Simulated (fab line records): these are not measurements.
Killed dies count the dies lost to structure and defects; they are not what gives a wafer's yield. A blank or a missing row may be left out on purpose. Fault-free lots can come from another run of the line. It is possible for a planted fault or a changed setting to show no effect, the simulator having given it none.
fab line records ; flow gf180mcu
record lots=11; wafers=33; last-day=34
route steps=602 shown V4@491 MIM@511
lots that met no fault: taken from a fault-free run of the same line
start-h: the number of hours between the record's first day and the start of the first shown wafer of the lot ; wait-h: hours from the lot's prior step to this one ; " the same as in the row above ; L1.1+2: one row covering several wafers at once ; - either no value or no given start ; * or withheld: withheld ; < > ~ a bound
route shown NAME@n: names a module that has steps shown in the file, with the first one's number in the route ; usual: mean/standard deviation taken from wafers without a fault ; same: alike in all rows ; chamber/n: place in a boat ; sites: per-site readings ; _std_site: their standard deviation ; _edge_site: outer sites' mean less inner sites' ; radius-mm: for every site, how far away it sits from the centre of the wafer ; mask NAME#n: copy n ; behind: the most recent tool/chamber to have shaped the wafer ; hold: why the lot went on hold/how many hours it stayed there/how the hold came to an end ; device: the transistor (n, p or np) that didn't switch ; end of line: the same wafers' tests at the end of the route ; for a step that has no rows: nothing shown but its recipe ; killed: dies lost to structure and defects at the first sort, not the wafer's yield ; map: dies across one wafer; x = killed, . = not, _ = none there
set.NAME: the setting the step ran with; set.NAME@STEP: the setting that earlier step ran with ; model.NAME: the simulator's own value behind a step, which no gauge read
one table for each step of the route and one row for each wafer, over a sample of lots
services: when a tool's chamber went out of use (start-h, in hours from the record's first day, below 0 if earlier), for how many hours, and the reason
## steps
# step GF_V4_OVL_MEAS_15
# usual V4_OVL=4/4.8
lot.wafer;tool;chamber;start-h;wait-h;V4_OVL[nm]
L715.4;overlay-01;-;554.99;0.1;1
L715.5;overlay-01;-;554.99;0.1;-3
L715.6;overlay-01;-;554.99;0.1;4
L716.4;overlay-01;-;561.19;0.1;5
L716.5;overlay-01;-;561.19;0.1;7
L716.6;overlay-01;-;561.19;0.1;6
L717.3;overlay-02;-;570.98;0.1;7
L717.5;overlay-02;-;570.98;0.1;8
L717.6;overlay-02;-;570.98;0.1;6
L719.1;overlay-02;-;594.97;0.1;-2
L719.2;overlay-02;-;594.97;0.1;-3
L719.3;overlay-02;-;594.97;0.1;-4
L727.1;overlay-01;-;662.47;0.1;5
L727.4;overlay-01;-;662.47;0.1;8
L727.5;overlay-01;-;662.47;0.1;13
L728.4;overlay-01;-;666.93;0.1;7
L728.5;overlay-01;-;666.93;0.1;6
L728.6;overlay-01;-;666.93;0.1;6
L729.1;overlay-01;-;670.52;0.1;5
L729.2;overlay-01;-;670.52;0.1;1
L729.4;overlay-01;-;670.52;0.1;7
L730.2;overlay-02;-;681.63;0.1;0
L730.4;overlay-02;-;681.63;0.1;1
L730.5;overlay-02;-;681.63;0.1;-4
L732.1;overlay-02;-;689.97;0.1;0
L732.2;overlay-02;-;689.97;0.1;0
L732.6;overlay-02;-;689.97;0.1;-1
L735.2;overlay-01;-;710.98;0.1;8
L735.4;overlay-01;-;710.98;0.1;7
L735.5;overlay-01;-;710.98;0.1;14
L738.1;overlay-01;-;725.37;0.1;-9
L738.2;overlay-01;-;725.37;0.1;-6
L738.5;overlay-01;-;725.37;0.1;-8
# step GF_V4_SPUTTER_21
# recipe material=Ti; target-thk-nm=15; chamber-pressure-pa=5; power-w=2500; substrate-temp-c=200; time-s=80.02
# usual throttle-valve-pct=29.8/0.79
lot.wafer;tool;chamber;start-h;wait-h;throttle-valve-pct
L715.4;pvd-sputter-04;-;555.70;0.0;31.1
L715.5;pvd-sputter-04;-;555.70;0.0;30.4
L715.6;pvd-sputter-04;-;555.70;0.0;28.4
L716.4;pvd-sputter-02;-;561.90;0.0;29.1
L716.5;pvd-sputter-02;-;561.90;0.0;30.1
L716.6;pvd-sputter-02;-;561.90;0.0;30.0
L717.3;pvd-sputter-03;-;571.67;0.0;31.3
L717.5;pvd-sputter-03;-;571.67;0.0;29.2
L717.6;pvd-sputter-03;-;571.67;0.0;31.2
L719.1;pvd-sputter-03;-;595.67;0.0;29.6
L719.2;pvd-sputter-03;-;595.67;0.0;29.2
L719.3;pvd-sputter-03;-;595.67;0.0;31.5
L727.1;pvd-sputter-02;-;663.17;0.0;30.0
L727.4;pvd-sputter-02;-;663.17;0.0;29.9
L727.5;pvd-sputter-02;-;663.17;0.0;30.0
L728.4;pvd-sputter-04;-;667.61;0.0;31.1
L728.5;pvd-sputter-04;-;667.61;0.0;30.3
L728.6;pvd-sputter-04;-;667.61;0.0;28.5
L729.1;pvd-sputter-03;-;671.22;0.0;31.4
L729.2;pvd-sputter-03;-;671.22;0.0;29.2
L729.4;pvd-sputter-03;-;671.22;0.0;30.0
L730.2;pvd-sputter-04;-;682.72;0.0;29.2
L730.4;pvd-sputter-04;-;682.72;0.0;30.2
L730.5;pvd-sputter-04;-;682.72;0.0;29.1
L732.1;pvd-sputter-03;-;690.67;0.0;29.8
L732.2;pvd-sputter-03;-;690.67;0.0;29.2
L732.6;pvd-sputter-03;-;690.67;0.0;29.0
L735.2;pvd-sputter-04;-;711.70;0.0;29.2
L735.4;pvd-sputter-04;-;711.70;0.0;30.1
L735.5;pvd-sputter-04;-;711.70;0.0;28.6
L738.1;pvd-sputter-04;-;726.07;0.0;28.4
L738.2;pvd-sputter-04;-;726.07;0.0;28.9
L738.5;pvd-sputter-04;-;726.07;0.0;29.2
# step GF_V4_CMP_26
# recipe stop-on=SiO2; down-force-psi=3.5; platen-rpm=60; t-overpolish-s=15; target-thk-nm=0; pad-velocity-m-s=0.94248
# usual motor-current-A=11.0/1.1; overpolish-run-s=15.000/0.0085; time-to-endpoint-s=86.0/3
lot.wafer;tool;chamber;start-h;wait-h;motor-current-A;overpolish-run-s;time-to-endpoint-s
L715.4;cmp-01;1;556.19;0.1;11.3;15.009;84.6
L715.6;cmp-01;1;556.19;0.1;11.3;15.002;88.9
L715.5;cmp-01;2;556.19;0.1;9.9;14.994;88.4
L716.4;cmp-01;2;562.35;0.1;9.6;15.012;85.6
L716.5;cmp-01;1;562.35;0.1;11.4;15.008;83.9
L716.6;cmp-01;2;562.35;0.1;10.7;15.011;85.8
L717.3;cmp-02;0;572.33;0.3;10.2;15.001;90.1
L717.5;cmp-02;1;572.33;0.3;13.2;14.984;95.9
L717.6;cmp-02;2;572.33;0.3;11.8;15.003;90.6
L719.2;cmp-01;2;596.06;0.0;10.0;15.010;82.7
L719.1;cmp-01;3;596.06;0.0;10.7;14.999;86.1
L719.3;cmp-01;1;596.06;0.0;10.9;15.006;84.5
L727.4;cmp-02;3;663.56;0.0;12.5;15.000;80.6
L727.1;cmp-02;0;663.56;0.0;10.1;0.048;131.4
L727.5;cmp-02;0;663.56;0.0;9.7;15.006;85.3
L728.4;cmp-01;2;668.09;0.1;9.8;15.020;91.1
L728.6;cmp-01;1;668.09;0.1;10.6;15.003;85.9
L728.5;cmp-01;2;668.09;0.1;9.9;14.990;89.2
L729.1;cmp-01;3;671.61;0.1;10.5;15.001;88.8
L729.4;cmp-01;1;671.61;0.1;10.8;14.996;89.3
L729.2;cmp-01;2;671.61;0.1;9.7;14.998;91.1
L730.4;cmp-01;3;683.23;0.0;10.0;15.002;86.8
L730.2;cmp-01;2;683.23;0.0;10.6;15.005;85.8
L730.5;cmp-01;0;683.23;0.0;12.1;15.002;84.2
L732.1;cmp-01;2;691.11;0.1;10.0;14.999;89.2
L732.2;cmp-01;0;691.11;0.1;11.8;15.018;86.8
L732.6;cmp-01;2;691.11;0.1;9.9;15.003;88.7
L735.4;cmp-01;0;712.14;0.1;11.4;14.986;84.1
L735.2;cmp-01;1;712.14;0.1;10.5;15.000;84.9
L735.5;cmp-01;0;712.14;0.1;11.7;14.998;83.2
L738.2;cmp-01;3;726.51;0.1;10.0;14.988;86.2
L738.1;cmp-01;0;726.51;0.1;11.5;15.003;85.8
L738.5;cmp-01;3;726.51;0.1;10.4;14.986;87.0
# step GF_MIM_SPUTTER_08
# recipe material=AlCu; target-thk-nm=200; power-w=10600; time-s=10.6; chamber-pressure-pa=0.4
# usual throttle-valve-pct=30.2/0.94
lot.wafer;tool;chamber;start-h;wait-h;throttle-valve-pct
L715.4;pvd-sputter-02;-;556.84;0.0;29.9
L715.5;pvd-sputter-02;-;556.84;0.0;29.2
L715.6;pvd-sputter-02;-;556.84;0.0;30.5
L716.4;pvd-sputter-02;-;562.95;0.0;30.2
L716.5;pvd-sputter-02;-;562.95;0.0;29.1
L716.6;pvd-sputter-02;-;562.95;0.0;30.7
L717.3;pvd-sputter-03;-;572.84;0.0;29.6
L717.5;pvd-sputter-03;-;572.84;0.0;29.8
L717.6;pvd-sputter-03;-;572.84;0.0;29.2
L719.1;pvd-sputter-02;-;596.72;0.0;30.6
L719.2;pvd-sputter-02;-;596.72;0.0;29.7
L719.3;pvd-sputter-02;-;596.72;0.0;30.3
L727.4;pvd-sputter-03;-;664.22;0.0;31.3
L727.5;pvd-sputter-03;-;664.22;0.0;29.0
L728.4;pvd-sputter-01;-;668.70;0.0;31.8
L728.5;pvd-sputter-01;-;668.70;0.0;31.7
L728.6;pvd-sputter-01;-;668.70;0.0;31.4
L729.1;pvd-sputter-03;-;672.27;0.0;29.3
L729.2;pvd-sputter-03;-;672.27;0.0;29.8
L729.4;pvd-sputter-03;-;672.27;0.0;29.3
L730.2;pvd-sputter-01;-;683.88;0.0;30.8
L730.4;pvd-sputter-01;-;683.88;0.0;29.2
L730.5;pvd-sputter-01;-;683.88;0.0;30.5
L732.1;pvd-sputter-01;-;691.72;0.0;28.9
L732.2;pvd-sputter-01;-;691.72;0.0;31.5
L732.6;pvd-sputter-01;-;691.72;0.0;29.1
L735.2;pvd-sputter-03;-;712.75;0.0;29.8
L735.4;pvd-sputter-03;-;712.75;0.0;29.8
L735.5;pvd-sputter-03;-;712.75;0.0;29.2
L738.1;pvd-sputter-03;-;727.12;0.0;29.2
L738.2;pvd-sputter-03;-;727.12;0.0;31.7
L738.5;pvd-sputter-03;-;727.12;0.0;29.5
## services
tool;chamber;start-h;hours;kind
pvd-sputter-03;-;536.65;5.2;repair
cmp-01;-;572.00;4.0;pm
cmp-01;-;575.52;11.9;repair
cmp-01;-;576.00;-;consumable-replace:conditioner
cmp-01;-;576.00;-;consumable-replace:pad
pvd-sputter-01;-;584.88;11.2;repair
pvd-sputter-03;-;598.22;2.1;repair
cmp-01;-;629.68;1.1;repair
pvd-sputter-01;-;637.10;4.1;repair
cmp-02;-;639.71;0.6;repair
cmp-01;-;642.53;3.5;repair
pvd-sputter-03;-;683.86;2.6;repair
cmp-01;-;699.74;6.8;repair
pvd-sputter-04;-;705.74;1.7;repair
pvd-sputter-02;-;709.75;1.8;repair
## key
first-sign step=GF_V4_CMP_26; reading=overpolish-run-s; direction=down; sigmas=99+; usual=15.000; struck=0.048
effect step=GF_V4_CMP_26; reading=time-to-endpoint-s; direction=up; sigmas=15; usual=*; struck=*
met-at GF_V4_CMP_26
struck-lots L727
struck-wafers L727.1
later-rows-left-out L727.1
sort-left-out L727.1
not-acting-at GF_V4_OVL_MEAS_15,GF_V4_SPUTTER_21,GF_MIM_SPUTTER_08
onset-between 572.33 663.56
fault kind=process-parameter-drift; tool=cmp-02; chamber=-; onset-h=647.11; steps=GF_V4_CMP_26; channel=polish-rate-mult; offset=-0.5; shape=step; end-h=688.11; scope=struck-wafers-only
# sort-left-out: the simulated sort isn't trusted on such a fault, so these wafers' sort isn't shown, and their yield isn't known
# later-rows-left-out: the simulator's readings of these wafers behind a module that went badly wrong aren't trusted and aren't shown, but for the sort
